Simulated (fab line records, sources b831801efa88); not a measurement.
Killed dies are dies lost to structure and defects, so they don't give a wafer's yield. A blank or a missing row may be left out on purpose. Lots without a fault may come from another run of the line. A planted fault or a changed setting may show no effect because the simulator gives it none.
fab line records | flow gf180mcu
record lots=5 wafers=15 last_day=34
route steps=602 shown STI@25 DNWELL@32 NWELL@42 LVPWELL@54
lots that met no fault: from a run of the same line without faults
start_h: hours from the record's first day to the start of the lot's first wafer shown | wait_h: hours since the lot's step before | " the same as in the row above | L1.1+2: a row that stands for several wafers | - no value, or no start given | * or withheld: withheld | < > ~ a bound
route shown NAME@n: a module of which the file shows steps, and the number in the route of the first | usual: mean/standard deviation of fault-free wafers | same: alike in all rows | chamber/n: place in a boat | sites: the reading at each site | _std_site: their standard deviation | _edge_site: outer sites' mean less inner sites' | radius_mm: how far each site lies from the wafer's centre | mask NAME#n: copy n | behind: the tool/chamber that last shaped the wafer | hold: why the lot was held/for how many hours/how that ended | device: the transistor (n, p or np) that didn't switch | end of line: the same wafers' tests at the end of the route | a step without rows: its recipe alone | killed: dies lost to structure and defects at the first sort, not the wafer's yield | map: a wafer's dies, x killed, . not, _ none there
set.NAME: the setting as run; set.NAME@STEP: as run at that earlier step | model.NAME: the simulator's own value behind a step, which no gauge read
lots at some steps of the route; a table a step, a row a wafer
services: from which hour (start_h, from the record's first day; less than 0 if before it) a tool's chamber was out of use, for how many hours, and why
## steps
# step GF_STI_THK_MEAS_24
# recipe reads=SiO2_of_STI_CVD_23
# usual STI_CVD_23_THK=650/5.8
# columns lot.wafer tool chamber start_h wait_h STI_CVD_23_THK[nm]
L078.1 film_metro-02 - 48.58 0.0 651
L078.3 " - " " 656
L078.6 " - " " 653
L079.4 film_metro-03 - 52.42 0.0 647
L079.5 " - " " 647
L079.6 " - " " 647
L092.1 film_metro-01 - 121.15 0.2 652
L092.3 " - " " 651
L092.5 " - " " 648
L093.2 film_metro-01 - 128.94 0.0 653
L093.5 " - " " 654
L093.6 " - " " 655
L097.1 film_metro-03 - 147.15 0.0 649
L097.3 " - " " 653
L097.6 " - " " 649
# step GF_STI_CMP_25
# recipe stop_on=Si3N4 t_overpolish_s=33 down_force_psi=4 platen_rpm=60 target_thk_nm=524.6 pad_velocity_m_s=0.94248
# usual motor_current_A=11.7/1.6 overpolish_run_s=33.002/0.01 time_to_endpoint_s=124/4
# columns lot.wafer tool chamber start_h wait_h motor_current_A overpolish_run_s time_to_endpoint_s
L078.3 cmp-01 0 48.74 0.1 13.6 33.001 125
L078.1 " 1 " " 10.1 33.024 125
L078.6 " 3 " " 11.5 33.017 124
L079.4 cmp-02 2 52.60 0.2 13.2 33.008 132
L079.6 " 3 " " 10.4 33.003 126
L079.5 " 0 " " 13.0 33.009 127
L092.3 cmp-01 2 121.21 0.0 10.2 33.021 132
L092.1 " 1 " " 9.7 33.009 131
L092.5 " 3 " " 11.4 33.002 134
L093.2 cmp-02 2 129.14 0.2 13.2 33.024 126
L093.6 " 3 " " 10.1 32.997 126
L093.5 " 0 " " 12.8 32.995 123
L097.3 cmp-01 0 147.26 0.1 14.1 32.992 124
L097.1 " 2 " " 9.8 33.007 133
L097.6 " 3 " " 11.2 33.002 125
# step GF_STI_WET_ETCH_26
# recipe chemistry=dHF target_depth_nm=94 target=SiO2 temp_c=25 dilution=10:1 time_s=188
# columns lot.wafer tool chamber start_h wait_h
L078.1+3+6 wet_bench-02 3 48.94 0.1
L079.4+5+6 wet_bench-03 1 52.75 0.1
L092.1+3+5 wet_bench-02 1 121.51 0.1
L093.2+5+6 wet_bench-03 3 129.29 0.1
L097.1+3+6 wet_bench-03 1 147.51 0.1
# step GF_STI_WET_ETCH_27
# recipe chemistry=H3PO4 target_depth_nm=160 target=Si3N4 temp_c=160 time_s=1825
# columns lot.wafer tool chamber start_h wait_h
L078.1+3+6 wet_bench-02 3 49.00 0.0
L079.4+5+6 wet_bench-02 2 52.82 0.0
L092.1+3+5 wet_bench-01 2 121.58 0.0
L093.2+5+6 wet_bench-01 1 129.35 0.0
L097.1+3+6 wet_bench-01 0 147.57 0.0
# step GF_STI_WET_ETCH_28
# recipe chemistry=dHF target_depth_nm=20 dry=ipa_marangoni target=SiO2 temp_c=25 dilution=10:1 time_s=40
# columns lot.wafer tool chamber start_h wait_h
L078.1+3+6 wet_bench-03 0 49.51 0.0
L079.4+5+6 wet_bench-01 3 53.34 0.0
L092.1+3+5 wet_bench-02 1 122.09 0.0
L093.2+5+6 wet_bench-02 1 129.87 0.0
L097.1+3+6 wet_bench-03 0 148.09 0.0
# step GF_STI_OXIDATION_29
# recipe temp_c=900 ambient=O2 stabilise_s=600 purge_s=300 target_thk_a=100 ox_time_s=1418
# usual ox_temp_c_max=903.4/0.79 zone_power_bottom_pct=25.5/0.57
# same purge_s=300
# columns lot.wafer tool chamber start_h wait_h ox_temp_c_max zone_power_bottom_pct
L078.1 furnace-02 0 49.54 0.0 903.9 26.5
L078.3 " 0 " " 903.2 26.0
L078.6 " 0 " " 903.9 25.9
L079.4 furnace-02 0 53.36 0.0 903.5 26.0
L079.5 " 0 " " 903.3 26.3
L079.6 " 0 " " 903.4 25.2
L092.1 furnace-02 0 122.11 0.0 905.3 25.8
L092.3 " 0 " " 903.9 26.4
L092.5 " 0 " " 904.9 25.5
L093.2 furnace-01 0 129.88 0.0 903.7 24.9
L093.5 " 0 " " 903.5 24.5
L093.6 " 0 " " 902.0 24.9
L097.1 furnace-02 0 148.11 0.0 903.8 26.0
L097.3 " 0 " " 904.2 25.7
L097.6 " 0 " " 903.6 25.6
# step GF_STI_THK_MEAS_30
# recipe reads=SiO2_of_STI_OXIDATION_29
# usual STI_OXIDATION_02_THK=10.14/0.18
# columns lot.wafer tool chamber start_h wait_h STI_OXIDATION_02_THK[nm]
L078.1 film_metro-02 - 50.93 0.0 10.14
L078.3 " - " " 10.08
L078.6 " - " " 10.03
L079.4 film_metro-01 - 54.78 0.0 10.15
L079.5 " - " " 10.12
L079.6 " - " " 10.03
L092.1 film_metro-01 - 123.51 0.0 10.39
L092.3 " - " " 10.37
L092.5 " - " " 10.37
L093.2 film_metro-02 - 131.29 0.0 9.76
L093.5 " - " " 9.83
L093.6 " - " " 9.83
L097.1 film_metro-02 - 149.50 0.0 9.86
L097.3 " - " " 9.94
L097.6 " - " " 9.80
# step GF_DNWELL_DEHYDRATE_00
# recipe temp_c=200 time_s=60
# usual exhaust_pa=44.8/0.87 heater_power_total_W=160.38/0.11
# columns lot.wafer tool chamber start_h wait_h exhaust_pa heater_power_total_W
L078.1 litho_track-02 0 57.07 6.1 44.3 160.46
L078.3 " 0 " " 45.2 160.55
L078.6 " 0 " " 45.5 160.35
L079.4 litho_track-01 0 60.62 5.8 44.8 160.44
L079.5 " 0 " " 44.9 160.47
L079.6 " 0 " " 45.4 160.37
L092.1 litho_track-01 0 130.09 6.6 45.4 160.34
L092.3 " 0 " " 46.9 160.27
L092.5 " 0 " " 43.7 160.49
L093.2 litho_track-01 0 138.56 7.3 44.3 160.36
L093.5 " 0 " " 43.4 160.61
L093.6 " 0 " " 44.3 160.34
L097.1 litho_track-01 0 156.69 7.2 45.3 160.29
L097.3 " 0 " " 45.2 160.38
L097.6 " 0 " " 46.1 160.29
# step GF_DNWELL_HMDS_01
# recipe prime_time_s=60 prime_temp_c=120
# usual exhaust_pa=45.2/0.84
# columns lot.wafer tool chamber start_h wait_h exhaust_pa
L078.1 litho_track-02 0 57.22 0.1 46.2
L078.3 " 0 " " 44.5
L078.6 " 0 " " 45.0
L079.4 litho_track-01 0 60.77 0.1 45.8
L079.5 " 0 " " 45.6
L079.6 " 0 " " 45.1
L092.1 litho_track-01 0 130.24 0.1 45.5
L092.3 " 0 " " 46.5
L092.5 " 0 " " 46.4
L093.2 litho_track-01 0 138.71 0.1 44.8
L093.5 " 0 " " 44.9
L093.6 " 0 " " 43.8
L097.1 litho_track-01 0 156.84 0.1 44.4
L097.3 " 0 " " 45.1
L097.6 " 0 " " 43.9
# step GF_DNWELL_COAT_02
# recipe spin_rpm=2000 resist_thk_nm=3000
# usual exhaust_pa=44.8/0.84
# columns lot.wafer tool chamber start_h wait_h exhaust_pa
L078.1 litho_track-02 0 57.37 0.1 44.5
L078.3 " 0 " " 44.6
L078.6 " 0 " " 45.4
L079.4 litho_track-01 0 60.92 0.1 44.7
L079.5 " 0 " " 44.5
L079.6 " 0 " " 44.8
L092.1 litho_track-01 0 130.39 0.1 43.9
L092.3 " 0 " " 44.3
L092.5 " 0 " " 43.4
L093.2 litho_track-01 0 138.86 0.1 43.4
L093.5 " 0 " " 43.6
L093.6 " 0 " " 43.9
L097.1 litho_track-01 0 156.99 0.1 46.1
L097.3 " 0 " " 44.5
L097.6 " 0 " " 44.9
# step GF_DNWELL_SOFTBAKE_03
# recipe temp_c=110 time_s=withheld
# usual exhaust_pa=44.9/0.86 heater_power_total_W=65.34/0.13
# columns lot.wafer tool chamber start_h wait_h exhaust_pa heater_power_total_W
L078.1 litho_track-02 0 57.52 0.1 45.1 65.30
L078.3 " 0 " " 44.4 65.20
L078.6 " 0 " " 45.1 65.44
L079.4 litho_track-01 0 61.09 0.1 45.0 65.65
L079.5 " 0 " " 44.2 65.14
L079.6 " 0 " " 44.5 65.49
L092.1 litho_track-01 0 130.54 0.1 44.6 65.14
L092.3 " 0 " " 44.4 65.18
L092.5 " 0 " " 45.1 65.43
L093.2 litho_track-01 0 139.02 0.1 43.8 65.44
L093.5 " 0 " " 44.8 65.20
L093.6 " 0 " " 43.2 65.08
L097.1 litho_track-01 0 157.14 0.1 47.0 65.40
L097.3 " 0 " " 45.2 65.24
L097.6 " 0 " " 45.4 65.19
# step GF_DNWELL_EXPOSE_04
# recipe mask_id=DNWELL target_cd_nm=1700 na=0.6 source_shape=conventional sigma_outer=0.6 dose_mj=260
# usual exposure_dose_mJ_cm2=260.03/0.26
# columns lot.wafer tool chamber start_h wait_h mask exposure_dose_mJ_cm2
L078.1 iline_stepper-01 0 - - DNWELL#0 260.25
L078.3 " 0 " " DNWELL#0 260.44
L078.6 " 0 " " DNWELL#0 260.04
L079.4 iline_stepper-01 0 - - DNWELL#0 260.20
L079.5 " 0 " " DNWELL#0 260.08
L079.6 " 0 " " DNWELL#0 260.37
L092.1 iline_stepper-02 0 - - DNWELL#0 259.88
L092.3 " 0 " " DNWELL#0 259.98
L092.5 " 0 " " DNWELL#0 260.11
L093.2 iline_stepper-01 0 - - DNWELL#0 259.74
L093.5 " 0 " " DNWELL#0 260.00
L093.6 " 0 " " DNWELL#0 260.01
L097.1 iline_stepper-02 0 - - DNWELL#0 259.66
L097.3 " 0 " " DNWELL#0 259.43
L097.6 " 0 " " DNWELL#0 260.16
# step GF_DNWELL_PEB_05
# recipe temp_c=115 time_s=withheld
# usual exhaust_pa=45.2/0.93 heater_power_total_W=69.33/0.12
# columns lot.wafer tool chamber start_h wait_h exhaust_pa heater_power_total_W
L078.1 litho_track-01 0 - - 46.3 69.28
L078.3 " 0 " " 43.9 69.44
L078.6 " 0 " " 45.8 69.33
L079.4 litho_track-04 0 - - 44.9 69.28
L079.5 " 0 " " 45.7 69.26
L079.6 " 0 " " 45.6 69.50
L092.1 litho_track-01 0 - - 45.6 69.09
L092.3 " 0 " " 44.5 69.24
L092.5 " 0 " " 46.3 69.30
L093.2 litho_track-01 0 - - 43.4 69.39
L093.5 " 0 " " 45.6 69.17
L093.6 " 0 " " 45.9 69.35
L097.1 litho_track-01 0 - - 44.2 69.16
L097.3 " 0 " " 44.9 69.44
L097.6 " 0 " " 46.5 69.26
# step GF_DNWELL_DEVELOP_06
# recipe wall_angle_deg=90 develop_time_s=60 dev_temp_c=23
# usual exhaust_pa=45.1/0.86
# columns lot.wafer tool chamber start_h wait_h exhaust_pa
L078.1 litho_track-01 0 - - 46.3
L078.3 " 0 " " 44.8
L078.6 " 0 " " 45.8
L079.4 litho_track-04 0 - - 45.2
L079.5 " 0 " " 45.1
L079.6 " 0 " " 45.8
L092.1 litho_track-01 0 - - 44.6
L092.3 " 0 " " 44.2
L092.5 " 0 " " 44.9
L093.2 litho_track-01 0 - - 45.8
L093.5 " 0 " " 46.0
L093.6 " 0 " " 45.9
L097.1 litho_track-01 0 - - 43.7
L097.3 " 0 " " 43.4
L097.6 " 0 " " 43.7
# step GF_DNWELL_IMPLANT_07
# recipe species=P energy_kev=1500 dose_cm2=1e+13 tilt_deg=0
# usual beam_on_s=10.02/0.2
# columns lot.wafer tool chamber start_h wait_h beam_on_s
L078.1 implanter-02 0 63.79 - 9.85
L078.3 " 0 " " 9.77
L078.6 " 0 " " 10.06
L079.4 implanter-03 0 68.37 - 9.93
L079.5 " 0 " " 9.93
L079.6 " 0 " " 9.82
L092.1 implanter-03 0 138.24 - 10.05
L092.3 " 0 " " 10.13
L092.5 " 0 " " 9.66
L093.2 implanter-03 0 147.01 - 10.06
L093.5 " 0 " " 10.18
L093.6 " 0 " " 10.38
L097.1 implanter-04 0 165.14 - 10.01
L097.3 " 0 " " 9.93
L097.6 " 0 " " 10.05
# step GF_DNWELL_STRIP_08
# recipe chemistry=O2/N2 power_w=1400 pressure_mtorr=1500 platen_temp_c=250 o2_flow_sccm=3000 n2_flow_sccm=300 overash_fraction=0.5
# usual drypump_motor_current_A=6.1/0.32 heater_power_w=342/25 n2_flow_sccm=300.0/0.89 o2_flow_sccm=3000/9.1 oes_product_au=0.723/0.0049 strip_time_to_endpoint_s=36.96/0.1
# columns lot.wafer tool chamber start_h wait_h drypump_motor_current_A heater_power_w n2_flow_sccm o2_flow_sccm oes_product_au rf_hours_counter_h strip_time_to_endpoint_s
L078.1 plasma_asher-01 0 63.94 0.1 6.3 390 299.7 2991 0.725 44 36.77
L078.3 " 0 " " 6.3 396 300.6 3011 0.724 - 36.78
L078.6 " 1 " " 5.4 352 298.8 3009 0.724 - 36.82
L079.4 plasma_asher-02 0 68.48 0.1 6.3 332 299.5 3000 0.727 - 37.05
L079.5 " 1 " " 6.2 335 299.2 3001 0.720 - 37.07
L079.6 " 0 " " 6.3 332 300.1 2982 0.724 - 37.08
L092.1 plasma_asher-04 1 138.39 0.1 6.5 347 300.4 3008 0.723 2 37.02
L092.3 " 1 " " 6.4 342 300.3 3001 0.721 - 36.88
L092.5 " 0 " " 6.1 298 300.2 2995 0.727 - 36.95
L093.2 plasma_asher-02 1 147.14 0.1 6.2 328 301.1 2993 0.721 48 37.10
L093.5 " 1 " " 6.3 332 301.8 2994 0.714 - 37.01
L093.6 " 0 " " 6.4 334 299.2 3017 0.717 - 37.10
L097.1 plasma_asher-04 1 165.29 0.1 6.4 347 300.5 3013 0.730 5 37.00
L097.3 " 1 " " 6.5 342 300.2 3010 0.725 - 37.11
L097.6 " 0 " " 6.0 293 299.8 3008 0.724 - 37.09
# step GF_DNWELL_TW_MEAS_09
# usual DNWELL_TW=1343/14
# columns lot.wafer tool chamber start_h wait_h DNWELL_TW
L078.1 film_metro-04 - 64.04 0.1 1323
L078.3 " - " " 1320
L078.6 " - " " 1321
L079.4 film_metro-04 - 68.58 0.1 1332
L079.5 " - " " 1327
L079.6 " - " " 1333
L092.1 film_metro-02 - 138.49 0.1 1362
L092.3 " - " " 1353
L092.5 " - " " 1364
L093.2 film_metro-04 - 147.25 0.1 1322
L093.5 " - " " 1331
L093.6 " - " " 1321
L097.1 film_metro-02 - 165.39 0.1 1361
L097.3 " - " " 1357
L097.6 " - " " 1358
# step GF_NWELL_DEHYDRATE_00
# recipe temp_c=200 time_s=60
# usual exhaust_pa=44.8/1 heater_power_total_W=160.39/0.13
# columns lot.wafer tool chamber start_h wait_h exhaust_pa heater_power_total_W
L078.1 litho_track-03 0 69.97 5.9 42.9 160.39
L078.3 " 0 " " 42.8 160.16
L078.6 " 0 " " 42.6 160.17
L079.4 litho_track-03 0 74.54 6.0 44.0 160.47
L079.5 " 0 " " 44.8 160.54
L079.6 " 0 " " 44.0 160.39
L092.1 litho_track-04 0 145.59 7.1 45.3 160.46
L092.3 " 0 " " 44.7 160.38
L092.5 " 0 " " 45.3 160.51
L093.2 litho_track-02 0 154.80 7.5 45.9 160.34
L093.5 " 0 " " 45.0 160.37
L093.6 " 0 " " 44.8 160.33
L097.1 litho_track-04 0 173.19 7.8 45.2 160.25
L097.3 " 0 " " 46.0 160.40
L097.6 " 0 " " 44.1 160.43
# step GF_NWELL_HMDS_01
# recipe prime_time_s=60 prime_temp_c=120
# usual exhaust_pa=44.9/0.92
# columns lot.wafer tool chamber start_h wait_h exhaust_pa
L078.1 litho_track-03 0 70.12 0.1 45.0
L078.3 " 0 " " 45.1
L078.6 " 0 " " 43.3
L079.4 litho_track-03 0 74.69 0.1 45.2
L079.5 " 0 " " 44.8
L079.6 " 0 " " 45.8
L092.1 litho_track-04 0 145.74 0.1 44.4
L092.3 " 0 " " 43.1
L092.5 " 0 " " 43.3
L093.2 litho_track-02 0 154.95 0.1 44.9
L093.5 " 0 " " 45.3
L093.6 " 0 " " 46.2
L097.1 litho_track-04 0 173.34 0.1 45.2
L097.3 " 0 " " 45.8
L097.6 " 0 " " 45.3
# step GF_NWELL_COAT_02
# recipe spin_rpm=2000 resist_thk_nm=3000
# usual exhaust_pa=44.9/0.96
# columns lot.wafer tool chamber start_h wait_h exhaust_pa
L078.1 litho_track-03 0 70.27 0.1 45.3
L078.3 " 0 " " 44.2
L078.6 " 0 " " 45.2
L079.4 litho_track-03 0 74.84 0.1 42.8
L079.5 " 0 " " 44.4
L079.6 " 0 " " 43.5
L092.1 litho_track-04 0 145.89 0.1 45.5
L092.3 " 0 " " 46.8
L092.5 " 0 " " 46.7
L093.2 litho_track-02 0 155.10 0.1 45.5
L093.5 " 0 " " 44.5
L093.6 " 0 " " 46.5
L097.1 litho_track-04 0 173.49 0.1 45.0
L097.3 " 0 " " 46.2
L097.6 " 0 " " 46.0
# step GF_NWELL_SOFTBAKE_03
# recipe temp_c=110 time_s=withheld
# usual exhaust_pa=44.9/0.96 heater_power_total_W=65.30/0.13
# columns lot.wafer tool chamber start_h wait_h exhaust_pa heater_power_total_W
L078.1 litho_track-03 0 70.42 0.1 46.0 65.29
L078.3 " 0 " " 44.4 65.29
L078.6 " 0 " " 47.1 65.43
L079.4 litho_track-03 0 75.02 0.1 45.3 65.29
L079.5 " 0 " " 45.7 65.16
L079.6 " 0 " " 45.3 65.20
L092.1 litho_track-04 0 146.04 0.1 45.1 65.14
L092.3 " 0 " " 43.7 65.33
L092.5 " 0 " " 43.4 65.17
L093.2 litho_track-02 0 155.26 0.1 46.0 65.36
L093.5 " 0 " " 45.7 65.26
L093.6 " 0 " " 44.3 65.17
L097.1 litho_track-04 0 173.64 0.1 46.4 65.15
L097.3 " 0 " " 47.0 65.33
L097.6 " 0 " " 46.8 65.17
# step GF_NWELL_EXPOSE_04
# recipe mask_id=Nwell target_cd_nm=860 na=0.6 source_shape=conventional sigma_outer=0.6 dose_mj=260
# usual exposure_dose_mJ_cm2=260.04/0.28
# columns lot.wafer tool chamber start_h wait_h mask exposure_dose_mJ_cm2
L078.1 iline_stepper-02 0 - - Nwell#0 260.16
L078.3 " 0 " " Nwell#0 260.32
L078.6 " 0 " " Nwell#0 260.64
L079.4 iline_stepper-01 0 - - Nwell#0 260.11
L079.5 " 0 " " Nwell#0 259.82
L079.6 " 0 " " Nwell#0 260.08
L092.1 iline_stepper-01 0 - - Nwell#0 260.06
L092.3 " 0 " " Nwell#0 260.08
L092.5 " 0 " " Nwell#0 259.53
L093.2 iline_stepper-02 0 - - Nwell#0 260.26
L093.5 " 0 " " Nwell#0 259.63
L093.6 " 0 " " Nwell#0 259.89
L097.1 iline_stepper-02 0 - - Nwell#0 260.09
L097.3 " 0 " " Nwell#0 260.17
L097.6 " 0 " " Nwell#0 259.93
# step GF_NWELL_PEB_05
# recipe temp_c=115 time_s=withheld
# usual exhaust_pa=45.0/0.92 heater_power_total_W=69.34/0.13
# columns lot.wafer tool chamber start_h wait_h exhaust_pa heater_power_total_W
L078.1 litho_track-04 0 - - 45.9 69.47
L078.3 " 0 " " 45.9 69.41
L078.6 " 0 " " 44.8 69.53
L079.4 litho_track-02 0 - - 44.6 69.21
L079.5 " 0 " " 44.7 69.29
L079.6 " 0 " " 46.1 69.25
L092.1 litho_track-03 0 - - 44.6 69.22
L092.3 " 0 " " 43.9 69.32
L092.5 " 0 " " 44.8 69.51
L093.2 litho_track-02 0 - - 45.2 69.15
L093.5 " 0 " " 44.9 69.31
L093.6 " 0 " " 43.8 69.31
L097.1 litho_track-04 0 - - 45.2 69.47
L097.3 " 0 " " 45.3 69.28
L097.6 " 0 " " 45.1 69.41
# step GF_NWELL_DEVELOP_06
# recipe wall_angle_deg=90 develop_time_s=60 dev_temp_c=23
# usual exhaust_pa=45.0/0.97
# columns lot.wafer tool chamber start_h wait_h exhaust_pa
L078.1 litho_track-04 0 - - 44.1
L078.3 " 0 " " 46.7
L078.6 " 0 " " 44.6
L079.4 litho_track-02 0 - - 45.9
L079.5 " 0 " " 45.0
L079.6 " 0 " " 43.5
L092.1 litho_track-03 0 - - 44.5
L092.3 " 0 " " 45.8
L092.5 " 0 " " 45.0
L093.2 litho_track-02 0 - - 44.3
L093.5 " 0 " " 44.6
L093.6 " 0 " " 43.2
L097.1 litho_track-04 0 - - 45.4
L097.3 " 0 " " 44.7
L097.6 " 0 " " 46.4
# step GF_NWELL_OVL_MEAS_07
# usual NWELL_OVL=-0.4/1.4
# columns lot.wafer tool chamber start_h wait_h NWELL_OVL[nm]
L078.1 overlay-01 - 76.95 - 1.9
L078.3 " - " " 0.7
L078.6 " - " " 0.9
L079.4 overlay-02 - 81.69 - -0.4
L079.5 " - " " -4.1
L079.6 " - " " -1.5
L092.1 overlay-01 - 154.46 - -2.6
L092.3 " - " " -0.2
L092.5 " - " " -1.7
L093.2 overlay-01 - 163.53 - -0.9
L093.5 " - " " -1.1
L093.6 " - " " 1.1
L097.1 overlay-01 - 181.84 - 0.4
L097.3 " - " " -0.3
L097.6 " - " " 0.1
# step GF_NWELL_IMPLANT_08
# recipe species=P energy_kev=450 dose_cm2=1.5e+13 tilt_deg=0
# usual beam_on_s=10.02/0.2
# columns lot.wafer tool chamber start_h wait_h beam_on_s
L078.1 implanter-01 0 76.98 0.0 9.95
L078.3 " 0 " " 10.25
L078.6 " 0 " " 10.29
L079.4 implanter-01 0 81.79 0.1 10.19
L079.5 " 0 " " 9.84
L079.6 " 0 " " 10.15
L092.1 implanter-02 0 154.50 0.0 9.89
L092.3 " 0 " " 9.99
L092.5 " 0 " " 10.17
L093.2 implanter-01 0 163.58 0.0 9.92
L093.5 " 0 " " 10.19
L093.6 " 0 " " 9.88
L097.1 implanter-01 0 181.88 0.0 10.19
L097.3 " 0 " " 10.11
L097.6 " 0 " " 9.65
# step GF_NWELL_IMPLANT_09
# recipe species=P energy_kev=160 dose_cm2=4e+12 tilt_deg=0
# usual beam_on_s=10.01/0.21
# columns lot.wafer tool chamber start_h wait_h beam_on_s
L078.1 implanter-01 0 77.13 0.1 10.06
L078.3 " 0 " " 10.23
L078.6 " 0 " " 9.65
L079.4 implanter-01 0 81.94 0.1 10.18
L079.5 " 0 " " 9.90
L079.6 " 0 " " 9.87
L092.1 implanter-02 0 154.65 0.1 10.04
L092.3 " 0 " " 10.22
L092.5 " 0 " " 10.12
L093.2 implanter-01 0 163.73 0.1 9.92
L093.5 " 0 " " 10.04
L093.6 " 0 " " 9.93
L097.1 implanter-01 0 182.03 0.1 9.97
L097.3 " 0 " " 10.16
L097.6 " 0 " " 9.87
# step GF_NWELL_STRIP_10
# recipe chemistry=O2/N2 power_w=1400 pressure_mtorr=1500 platen_temp_c=250 o2_flow_sccm=3000 n2_flow_sccm=300 overash_fraction=0.5
# usual drypump_motor_current_A=5.9/0.4 heater_power_w=365/33 n2_flow_sccm=300.1/1.1 o2_flow_sccm=3002/9.1 oes_product_au=0.722/0.0046 strip_time_to_endpoint_s=36.95/0.11
# columns lot.wafer tool chamber start_h wait_h drypump_motor_current_A heater_power_w n2_flow_sccm o2_flow_sccm oes_product_au rf_hours_counter_h strip_time_to_endpoint_s
L078.1 plasma_asher-03 0 77.28 0.1 5.4 384 300.2 2995 0.721 27 37.07
L078.3 " 1 " " 5.9 389 299.8 2996 0.721 - 36.98
L078.6 " 0 " " 5.4 380 299.1 3009 0.713 - 36.98
L079.4 plasma_asher-03 1 82.04 0.1 5.9 391 301.8 3011 0.716 - 36.95
L079.5 " 1 " " 5.9 396 301.7 3024 0.724 - 36.92
L079.6 " 0 " " 5.4 379 298.5 3014 0.716 - 36.93
L092.1 plasma_asher-03 0 154.80 0.1 5.4 384 300.6 3010 0.714 35 36.94
L092.3 " 0 " " 5.4 379 300.6 3009 0.725 - 36.96
L092.5 " 1 " " 5.9 396 303.5 3004 0.718 - 36.91
L093.2 plasma_asher-01 0 163.86 0.1 6.3 399 298.5 3005 0.719 54 36.96
L093.5 " 0 " " 6.3 396 299.4 2998 0.725 - 36.99
L093.6 " 1 " " 5.4 352 301.3 2999 0.720 - 37.05
L097.1 plasma_asher-04 0 182.18 0.1 6.0 297 297.9 2996 0.727 7 36.97
L097.3 " 1 " " 6.4 355 300.4 3006 0.726 - 36.99
L097.6 " 1 " " 6.4 339 300.0 2998 0.718 - 36.93
# step GF_NWELL_TW_MEAS_11
# usual NWELL_TW=1571/25
# columns lot.wafer tool chamber start_h wait_h NWELL_TW
L078.1 film_metro-02 - 77.38 0.1 1590
L078.3 " - " " 1596
L078.6 " - " " 1583
L079.4 film_metro-02 - 82.14 0.1 1593
L079.5 " - " " 1596
L079.6 " - " " 1588
L092.1 film_metro-02 - 154.90 0.1 1593
L092.3 " - " " 1591
L092.5 " - " " 1588
L093.2 film_metro-01 - 163.97 0.1 1597
L093.5 " - " " 1597
L093.6 " - " " 1594
L097.1 film_metro-04 - 182.28 0.1 1539
L097.3 " - " " 1548
L097.6 " - " " 1546
# step GF_LVPWELL_DEHYDRATE_00
# recipe temp_c=200 time_s=60
# usual exhaust_pa=45.0/0.78 heater_power_total_W=160.39/0.13
# columns lot.wafer tool chamber start_h wait_h exhaust_pa heater_power_total_W
L078.1 litho_track-01 0 83.94 6.5 44.2 160.28
L078.3 " 0 " " 46.3 160.50
L078.6 " 0 " " 44.8 160.39
L079.4 litho_track-03 0 89.29 7.1 44.8 160.42
L079.5 " 0 " " 45.3 160.39
L079.6 " 0 " " 45.8 160.48
L092.1 litho_track-02 0 161.57 6.7 44.2 160.39
L092.3 " 0 " " 44.2 160.64
L092.5 " 0 " " 45.1 160.18
L093.2 litho_track-01 0 171.61 7.6 45.9 160.48
L093.5 " 0 " " 44.0 160.59
L093.6 " 0 " " 44.4 160.34
L097.1 litho_track-02 0 190.27 8.0 46.7 160.25
L097.3 " 0 " " 44.9 160.25
L097.6 " 0 " " 45.9 160.62
# step GF_LVPWELL_HMDS_01
# recipe prime_time_s=60 prime_temp_c=120
# usual exhaust_pa=44.8/0.97
# columns lot.wafer tool chamber start_h wait_h exhaust_pa
L078.1 litho_track-01 0 84.09 0.1 45.2
L078.3 " 0 " " 45.0
L078.6 " 0 " " 43.8
L079.4 litho_track-03 0 89.44 0.1 44.6
L079.5 " 0 " " 44.3
L079.6 " 0 " " 45.7
L092.1 litho_track-02 0 161.72 0.1 45.4
L092.3 " 0 " " 43.6
L092.5 " 0 " " 43.7
L093.2 litho_track-01 0 171.76 0.1 46.9
L093.5 " 0 " " 46.4
L093.6 " 0 " " 45.8
L097.1 litho_track-02 0 190.42 0.1 45.7
L097.3 " 0 " " 43.2
L097.6 " 0 " " 44.2
# step GF_LVPWELL_COAT_02
# recipe spin_rpm=2000 resist_thk_nm=3000
# usual exhaust_pa=44.9/0.85
# columns lot.wafer tool chamber start_h wait_h exhaust_pa
L078.1 litho_track-01 0 84.24 0.1 44.7
L078.3 " 0 " " 45.3
L078.6 " 0 " " 43.3
L079.4 litho_track-03 0 89.59 0.1 46.2
L079.5 " 0 " " 45.2
L079.6 " 0 " " 44.5
L092.1 litho_track-02 0 161.87 0.1 44.1
L092.3 " 0 " " 43.9
L092.5 " 0 " " 45.7
L093.2 litho_track-01 0 171.91 0.1 45.2
L093.5 " 0 " " 45.0
L093.6 " 0 " " 44.6
L097.1 litho_track-02 0 190.57 0.1 46.5
L097.3 " 0 " " 44.4
L097.6 " 0 " " 44.9
# step GF_LVPWELL_SOFTBAKE_03
# recipe temp_c=110 time_s=withheld
# usual exhaust_pa=45.0/0.85 heater_power_total_W=65.31/0.13
# columns lot.wafer tool chamber start_h wait_h exhaust_pa heater_power_total_W
L078.1 litho_track-01 0 84.39 0.1 46.0 65.36
L078.3 " 0 " " 44.7 65.23
L078.6 " 0 " " 45.6 65.29
L079.4 litho_track-03 0 89.77 0.1 45.1 65.44
L079.5 " 0 " " 47.5 65.15
L079.6 " 0 " " 46.2 65.26
L092.1 litho_track-02 0 162.02 0.1 44.0 65.34
L092.3 " 0 " " 43.8 65.43
L092.5 " 0 " " 44.2 65.28
L093.2 litho_track-01 0 172.07 0.1 45.8 65.17
L093.5 " 0 " " 45.1 65.53
L093.6 " 0 " " 44.2 65.45
L097.1 litho_track-02 0 190.72 0.1 44.0 65.22
L097.3 " 0 " " 44.2 65.18
L097.6 " 0 " " 44.8 65.50
## services
# columns tool chamber start_h hours kind
cmp-02 - 27.39 3.2 pm
implanter-03 - 52.76 4.9 pm
implanter-04 - 60.61 4.4 pm
cmp-02 - 64.00 4.0 pm
plasma_asher-01 - 87.61 6.5 repair
implanter-03 - 88.38 0.6 repair
furnace-02 - 89.82 3.9 pm
implanter-01 - 91.95 2.1 repair
plasma_asher-03 - 104.48 1.6 repair
iline_stepper-01 - 107.84 1.7 pm
plasma_asher-04 - 108.75 9.0 pm
wet_bench-01 - 109.49 4.0 repair
plasma_asher-03 - 114.03 2.8 pm
implanter-01 - 122.39 1.1 repair
furnace-02 - 124.95 2.7 pm
implanter-02 - 133.46 20.4 pm
implanter-01 - 140.09 15.4 repair
implanter-01 - 141.18 2.6 repair
cmp-01 - 144.88 1.6 repair
cmp-02 - 152.13 0.7 repair
wet_bench-01 - 154.08 1.9 pm
cmp-02 - 166.38 1.5 repair
implanter-02 - 170.65 5.1 pm
plasma_asher-03 - 183.92 16.4 repair
## key
fault none
